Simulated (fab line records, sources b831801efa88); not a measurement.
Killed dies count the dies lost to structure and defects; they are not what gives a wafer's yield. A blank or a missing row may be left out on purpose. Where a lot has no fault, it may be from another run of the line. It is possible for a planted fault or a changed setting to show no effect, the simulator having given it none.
The tool behind it: which one?	flow gf180mcu	Sampling: 24 lots, 72 wafers, 5 of 602 route steps

## WHAT EACH GAUGE READ, for each wafer
GF_M4_CD_MEAS_14 targets a cd of 280 nm.
lot	measured	on	cd-nm (nm)
L074	day 24 05:55	cd-sem-01	281.2 280.1 280.4
L075	day 24 13:13	cd-sem-02	276.4 277.5 277.8
L076	day 24 19:33	cd-sem-01	279.5 279.8 279.9
L077	day 25 03:55	cd-sem-02	278.9 278.0 280.5
L078	day 25 09:34	cd-sem-01	280.7 280.0 280.6
L079	day 25 18:14	cd-sem-01	279.8 279.7 278.9
L080	day 26 08:46	cd-sem-01	278.9 279.2 277.8
L081	day 26 13:58	cd-sem-01	279.9 280.6 278.7
L082	day 26 22:08	cd-sem-01	280.8 279.1 279.2
L083	day 27 04:43	cd-sem-01	278.8 279.5 280.0
L084	day 27 12:44	cd-sem-01	279.4 280.3 278.9
L085	day 27 15:07	cd-sem-01	279.7 278.2 279.4
L086	day 28 03:07	cd-sem-02	280.3 280.5 280.4
L087	day 28 09:52	cd-sem-01	280.6 279.6 279.7
L088	day 28 16:55	cd-sem-02	280.1 281.7 280.7
L089	day 28 22:26	cd-sem-02	278.2 279.2 278.8
L090	day 29 04:58	cd-sem-02	278.4 279.7 279.3
L091	day 29 11:01	cd-sem-02	278.1 279.4 280.5
L092	day 29 19:43	cd-sem-02	277.6 277.5 278.0
L093	day 30 00:23	cd-sem-02	279.3 278.6 278.7
L094	day 30 11:25	cd-sem-01	282.1 282.7 281.3
L095	day 30 15:41	cd-sem-01	280.6 281.2 281.0
L096	day 30 21:17	cd-sem-02	281.0 280.4 280.0
L097	day 31 01:26	cd-sem-02	282.0 281.8 280.8

GF_TOP_METAL_RS_MEAS_05: uses a four-point probe to measure.
lot	measured	on	TOP_METAL_ALCU_RS (ohm/sq)
L074	day 28 03:27	film-metro-01	0.0324 0.0326 0.0329
L075	day 28 08:48	film-metro-02	0.0321 0.0324 0.0322
L076	day 28 13:43	film-metro-03	0.0335 0.0334 0.0334
L077	day 28 23:10	film-metro-03	0.0332 0.0332 0.0332
L078	day 29 04:06	film-metro-02	0.0326 0.0326 0.0326
L079	day 29 11:30	film-metro-02	0.0324 0.0326 0.0326
L080	day 30 01:37	film-metro-02	0.0323 0.0324 0.0322
L081	day 30 05:39	film-metro-03	0.0325 0.0324 0.0324
L082	day 30 11:16	film-metro-03	0.0325 0.0328 0.0325
L083	day 30 19:52	film-metro-02	0.0328 0.0330 0.0328
L084	day 31 02:31	film-metro-02	0.0324 0.0324 0.0324
L085	day 31 04:14	film-metro-02	0.0328 0.0330 0.0331
L086	day 31 14:58	film-metro-01	0.0331 0.0328 0.0328
L087	day 31 19:49	film-metro-01	0.0325 0.0325 0.0326
L088	day 32 03:27	film-metro-01	0.0330 0.0334 0.0328
L089	day 32 07:27	film-metro-01	0.0327 0.0327 0.0327
L090	day 32 12:37	film-metro-02	0.0326 0.0324 0.0322
L091	day 32 18:50	film-metro-01	0.0329 0.0330 0.0329
L092	day 33 02:37	film-metro-03	0.0329 0.0330 0.0330
L093	day 33 05:58	film-metro-02	0.0330 0.0328 0.0332
L094	day 33 16:30	film-metro-02	0.0328 0.0331 0.0329
L095	day 33 20:09	film-metro-01	0.0327 0.0331 0.0328
L096	day 34 01:23	film-metro-02	0.0325 0.0327 0.0325
L097	day 34 05:59	film-metro-02	0.0332 0.0332 0.0330

## WHAT TOOL EACH LOT RAN ON (gives the tool, then ch and the chambers of the sampled wafers, and finally the start)
lot	GF_M4_SPUTTER_03	GF_MIM_CVD_05	GF_TOP_METAL_SPUTTER_01
L074	pvd-sputter-03, day 23 06:38	pecvd-01 ch 0,1,2, day 25 07:49	pvd-sputter-03, day 28 03:20
L075	pvd-sputter-03, day 23 14:36	pecvd-03 ch 0,1,2, day 25 14:39	pvd-sputter-01, day 28 08:41
L076	pvd-sputter-03, day 23 21:03	pecvd-01 ch 0,1,2, day 25 19:36	pvd-sputter-02, day 28 13:35
L077	pvd-sputter-01, day 24 05:51	pecvd-01 ch 0,1,2, day 26 05:19	pvd-sputter-03, day 28 23:00
L078	pvd-sputter-03, day 24 11:48	pecvd-04 ch 0,1,2, day 26 10:37	pvd-sputter-01, day 29 03:56
L079	pvd-sputter-03, day 24 20:55	pecvd-04 ch 1,2, day 26 18:47	pvd-sputter-02, day 29 11:22
L080	pvd-sputter-03, day 25 10:41	pecvd-04 ch 1,2, day 27 09:08	pvd-sputter-02, day 30 01:29
L081	pvd-sputter-02, day 25 16:35	pecvd-03 ch 0,1,2, day 27 14:07	pvd-sputter-02, day 30 05:32
L082	pvd-sputter-02, day 26 00:54	pecvd-01 ch 0,2, day 27 21:12	pvd-sputter-01, day 30 11:06
L083	pvd-sputter-03, day 26 07:38	pecvd-04 ch 0,1,2, day 28 04:51	pvd-sputter-01, day 30 19:44
L084	pvd-sputter-03, day 26 15:46	pecvd-03 ch 0,1, day 28 12:04	pvd-sputter-02, day 31 02:23
L085	pvd-sputter-02, day 26 17:52	pecvd-01 ch 0,1,2, day 28 15:09	pvd-sputter-03, day 31 04:07
L086	pvd-sputter-02, day 27 06:16	pecvd-03 ch 0,1, day 29 02:44	pvd-sputter-01, day 31 14:49
L087	pvd-sputter-02, day 27 13:25	pecvd-01 ch 0,1,2, day 29 08:35	pvd-sputter-02, day 31 19:41
L088	pvd-sputter-02, day 27 20:36	pecvd-03 ch 0,2, day 29 15:52	pvd-sputter-03, day 32 03:20
L089	pvd-sputter-01, day 28 02:24	pecvd-01 ch 1,2, day 29 20:49	pvd-sputter-03, day 32 07:19
L090	pvd-sputter-03, day 28 09:03	pecvd-03 ch 0,1,2, day 30 04:34	pvd-sputter-02, day 32 12:30
L091	pvd-sputter-01, day 28 15:23	pecvd-03 ch 1,2, day 30 09:38	pvd-sputter-01, day 32 18:43
L092	pvd-sputter-03, day 29 00:41	pecvd-01 ch 0,1, day 30 18:01	pvd-sputter-01, day 33 02:30
L093	pvd-sputter-02, day 29 04:29	pecvd-03 ch 0,2, day 30 22:39	pvd-sputter-01, day 33 05:50
L094	pvd-sputter-01, day 29 16:32	pecvd-01 ch 0,1,2, day 31 08:43	pvd-sputter-03, day 33 16:23
L095	pvd-sputter-02, day 29 20:30	pecvd-03 ch 0,1, day 31 13:09	pvd-sputter-01, day 33 20:01
L096	pvd-sputter-03, day 30 02:29	pecvd-01 ch 0,1,2, day 31 18:53	pvd-sputter-03, day 34 01:14
L097	pvd-sputter-01, day 30 06:39	pecvd-01 ch 0,1, day 31 22:44	pvd-sputter-01, day 34 05:51
- GF_M4_SPUTTER_03: material Ti, target thk 10 nm, time 6.7 s.
- GF_MIM_CVD_05: deposits Si3N4, target thk 42 nm, time 29.086 s.
- GF_TOP_METAL_SPUTTER_01: material TiN, target thk 30 nm, time 25 s.

## WHAT THE TOOLS THEMSELVES READ (means of the sampled wafers that have a number; where no wafer has one, the mark that the record gives instead)
GF_M4_SPUTTER_03.
lot	tool	throttle-valve-pct (%)
L074	pvd-sputter-03	29.3
L075	pvd-sputter-03	28.4
L076	pvd-sputter-03	29.9
L077	pvd-sputter-01	30.0
L078	pvd-sputter-03	28.3
L079	pvd-sputter-03	29.9
L080	pvd-sputter-03	29.2
L081	pvd-sputter-02	29.3
L082	pvd-sputter-02	31.1
L083	pvd-sputter-03	29.8
L084	pvd-sputter-03	29.7
L085	pvd-sputter-02	30.3
L086	pvd-sputter-02	29.4
L087	pvd-sputter-02	30.6
L088	pvd-sputter-02	30.3
L089	pvd-sputter-01	29.8
L090	pvd-sputter-03	29.1
L091	pvd-sputter-01	30.0
L092	pvd-sputter-03	29.1
L093	pvd-sputter-02	30.5
L094	pvd-sputter-01	29.8
L095	pvd-sputter-02	30.6
L096	pvd-sputter-03	29.0
L097	pvd-sputter-01	30.2

GF_MIM_CVD_05.
lot	tool	heater-power-w (W)	susceptor-temp-C (C)
L074	pecvd-01	634	385.11
L075	pecvd-03	659	385.09
L076	pecvd-01	662	384.79
L077	pecvd-01	687	384.61
L078	pecvd-04	575	385.15
L079	pecvd-04	615	384.93
L080	pecvd-04	618	384.86
L081	pecvd-03	631	385.00
L082	pecvd-01	637	384.94
L083	pecvd-04	592	385.09
L084	pecvd-03	657	385.04
L085	pecvd-01	653	385.08
L086	pecvd-03	620	385.12
L087	pecvd-01	684	385.19
L088	pecvd-03	620	384.76
L089	pecvd-01	677	384.66
L090	pecvd-03	650	385.00
L091	pecvd-03	670	385.00
L092	pecvd-01	686	384.69
L093	pecvd-03	610	384.80
L094	pecvd-01	643	385.02
L095	pecvd-03	583	385.13
L096	pecvd-01	652	384.93
L097	pecvd-01	698	384.85

GF_TOP_METAL_SPUTTER_01.
lot	tool	throttle-valve-pct (%)
L074	pvd-sputter-03	29.2
L075	pvd-sputter-01	29.8
L076	pvd-sputter-02	29.6
L077	pvd-sputter-03	30.0
L078	pvd-sputter-01	30.1
L079	pvd-sputter-02	30.7
L080	pvd-sputter-02	29.6
L081	pvd-sputter-02	30.8
L082	pvd-sputter-01	30.0
L083	pvd-sputter-01	29.9
L084	pvd-sputter-02	30.7
L085	pvd-sputter-03	29.8
L086	pvd-sputter-01	29.8
L087	pvd-sputter-02	29.6
L088	pvd-sputter-03	29.3
L089	pvd-sputter-03	29.4
L090	pvd-sputter-02	30.0
L091	pvd-sputter-01	29.8
L092	pvd-sputter-01	30.0
L093	pvd-sputter-01	29.8
L094	pvd-sputter-03	29.6
L095	pvd-sputter-01	30.0
L096	pvd-sputter-03	29.1
L097	pvd-sputter-01	29.8

## THE ANSWER, worked out from the rows above alone
Rule: the lots themselves supply what counts as usual. Put in order of their means at a reading, lots are off if they are a third of the lots or fewer, leave a main group of 4 or more, and stand apart from it by a gap of 3 or more times the standard deviation of the main group's means; of several such gaps the widest counts. A main group is skipped when, at the precision printed for the reading in the tables above, its means are all equal. A lot without any number at a reading at which 4 lots or more have one is off too. Where the step has rows for the other lots, those lots are counted as sound. After the gauges, taken in route order, come the tools' own readings; for these a lot's mean is taken, as printed above. The first step at which some lot is off is used, and at that step the reading that is off furthest; a lot without a number counts as furthest.
None of the lots is off at any reading shown; this tells nothing.

## WHAT THE SIMULATOR HAD PUT IN
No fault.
